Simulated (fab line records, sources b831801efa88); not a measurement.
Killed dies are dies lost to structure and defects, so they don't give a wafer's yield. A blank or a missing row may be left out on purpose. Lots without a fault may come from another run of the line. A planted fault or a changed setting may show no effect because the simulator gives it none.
One fault seen from 2 desks | flow gf180mcu | each desk has only its own numbers; what lay behind them comes last

THE TOOL OWNER'S DESK: pvd_sputter-01
The tool's own readings at GF_V1_SPUTTER_21 (material Ti, target thk 15 nm, time 80.02 s): means of the sampled wafers that have a number, for each lot that ran on this tool. A lot is out of limits, marked OUT, if its mean lies more than 4 standard deviations from the usual mean; the brackets give that distance.
Columns: A = chamber_pressure_pa at GF_V1_SPUTTER_21, usual 4.999 Pa; B = throttle_valve_pct at GF_V1_SPUTTER_21, usual 30.2 %
lot  | first seen here | A     | B
L532 | day 19 14:26    | 5.005 | 30.1
L534 | day 20 11:11    | 5.001 | 30.6
L537 | day 21 06:10    | 4.989 | 31.1
L538 | day 21 17:57    | 5.006 | 30.1
L539 | day 22 02:20    | 5.001 | 30.8
L543 | day 23 12:19    | 4.999 | 30.6
L544 | day 23 21:31    | 4.994 | 30.2
L546 | day 24 11:47    | 4.992 | 30.4
This desk's finding: nothing out of limits on any of the 8 lots.

THE METROLOGY DESK
What the gauges read, lot by lot, whatever tool the lot ran on: means of the sampled wafers that have a number. A lot is out of limits, marked OUT, if its mean lies more than 4 standard deviations from the usual mean; the brackets give that distance.
Columns: A = cd_nm at GF_M5_CD_MEAS_07, usual 279.8 nm; B = M5_OVL at GF_M5_OVL_MEAS_08, usual -4 nm
lot  | first seen here | A     | B
L529 | day 26 07:25    | 278.6 | 11
L531 | day 27 03:45    | 280.7 | -8
L532 | day 27 12:09    | 281.3 | -4
L534 | day 28 04:13    | 280.0 | -7
L535 | day 28 08:53    | 280.8 | -8
L536 | day 28 14:16    | 277.8 | -7
L537 | day 28 20:52    | 278.6 | -7
L538 | day 29 07:11    | 279.1 | -14
L539 | day 29 12:52    | 279.5 | -1
L543 | day 30 16:43    | 278.1 | -6
L544 | day 31 00:26    | 282.7 | -5
L546 | day 31 11:59    | 280.6 | 1
L550 | day 32 09:51    | 279.5 | 0
This desk's finding: nothing out of limits on any of the 13 lots.

PUT TOGETHER
The tool owner's desk saw nothing out of limits.
The metrology desk saw nothing out of limits.

WHAT THE SIMULATOR HAD PUT IN
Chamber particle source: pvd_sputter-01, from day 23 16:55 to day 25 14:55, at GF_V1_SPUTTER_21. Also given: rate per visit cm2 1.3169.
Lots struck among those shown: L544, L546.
